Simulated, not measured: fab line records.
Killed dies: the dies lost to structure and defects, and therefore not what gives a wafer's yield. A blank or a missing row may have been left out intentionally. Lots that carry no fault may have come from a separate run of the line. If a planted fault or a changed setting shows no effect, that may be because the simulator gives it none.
Which tool is to blame?	flow gf180mcu	6 lots, 18 wafers sampled, at 2 steps of a route of 602

## WHAT EACH GAUGE READ, for each wafer
GF_LVPWELL_OVL_MEAS_07.
lot	measured	on	LVPWELL_OVL (nm)
L425	day 4 13:22	overlay-01	2.1 2.2 0.5
L430	day 5 19:32	overlay-01	1.0 1.1 2.3
L433	day 6 12:08	overlay-02	- - -
L441	day 8 09:02	overlay-01	-0.1 1.4 1.1
L443	day 8 18:26	overlay-02	1.4 3.4 0.6
L445	day 9 05:31	overlay-02	-0.1 0.0 0.5

## WHAT TOOL EACH LOT RAN ON (gives the tool, then ch and the chambers of the sampled wafers, and finally the start)
lot	GF_LVPWELL_COAT_02
L425	litho_track-03 ch 0, day 4 06:28
L430	litho_track-03 ch 0, day 5 12:20
L433	litho_track-04, day 6 04:43
L441	litho_track-03 ch 0, day 8 00:37
L443	litho_track-02 ch 0, day 8 09:23
L445	litho_track-04 ch 0, day 8 20:38
- GF_LVPWELL_COAT_02: resist thk 3000 nm.

## THE ANSWER, worked out from the rows above alone
Rule: usual is defined by the lots themselves. The widest of any qualifying gaps counts: lots, ordered by their means at a reading, are off when they make up no more than a third of the lots, leave a main group of 4 or more, and stand apart from it by 3 or more times the standard deviation of that group's means. The tables above print the reading to a certain number of digits; a main group whose means all agree to those digits is not used. A lot without any number at a reading at which 4 lots or more have one is off too. The other lots that the step has rows for count as sound.
Off: at GF_LVPWELL_OVL_MEAS_07 (LVPWELL_OVL), L433. Without a number there: L433. Main group: mean 1.2 nm, sd 0.61.
A tool fits if, at a process step before that reading, it ran every lot that is off, and no sound lot after the first of them. Those tools and the gauges at GF_LVPWELL_OVL_MEAS_07 are tried in the same way. Not one of the candidates tried fits.

## WHAT HAD BEEN PUT IN BY THE SIMULATOR
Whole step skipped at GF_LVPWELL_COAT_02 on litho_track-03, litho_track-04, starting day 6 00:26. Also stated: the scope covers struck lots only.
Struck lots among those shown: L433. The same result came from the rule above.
